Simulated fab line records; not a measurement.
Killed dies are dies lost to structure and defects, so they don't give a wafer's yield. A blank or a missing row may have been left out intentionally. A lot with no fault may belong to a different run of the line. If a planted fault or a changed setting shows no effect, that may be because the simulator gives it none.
A single fault, viewed from 2 desks	flow sky130	each desk has only its own numbers; what lay behind them comes last

## AT THE TOOL OWNER'S DESK: pvd sputter-01
The tool's own readings at SKY_METAL3_SPUTTER_03 (material Ti, target thk 5 nm, time 3.3 s): means of the sampled wafers that have a number, for each lot that ran on this tool. Marked OUT: a lot whose mean sits more than 4 standard deviations from the usual mean, which makes it out of limits; the brackets give that distance.
Columns: A = throttle valve pct at SKY_METAL3_SPUTTER_03, usual 30.0 %
lot	first seen here	A
L897	day 37 06:05	31.0
L909	day 40 18:25	30.6
L910	day 40 21:24	30.8
Result from this desk: across the 3 lots, nothing is out of limits.

## THE METROLOGY DESK
Means of the sampled wafers that have a number, per lot and without regard to the tool the lot ran on: this is what the gauges read. Marked OUT: a lot whose mean sits more than 4 standard deviations from the usual mean, which makes it out of limits; the brackets give that distance.
Columns: A = VIA2_W_RS at SKY_VIA2_RS_MEAS_22, usual 0.273 ohm/sq; B = VIA2_W_THK at SKY_VIA2_THK_MEAS_23, usual 418 nm
lot	first seen here	A	B
L897	day 37 05:34	0.274	410
L898	day 37 13:00	0.273	421
L909	day 40 17:53	0.272	419
L910	day 40 20:52	0.272	422
L911	day 41 07:26	0.273	410
L913	day 41 23:05	0.276	405
Result from this desk: across the 6 lots, nothing is out of limits.

## ALL TOGETHER
The tool owner's desk saw nothing out of limits.
Metrology desk: nothing out of limits seen.

## WHAT HAD BEEN PUT IN BY THE SIMULATOR
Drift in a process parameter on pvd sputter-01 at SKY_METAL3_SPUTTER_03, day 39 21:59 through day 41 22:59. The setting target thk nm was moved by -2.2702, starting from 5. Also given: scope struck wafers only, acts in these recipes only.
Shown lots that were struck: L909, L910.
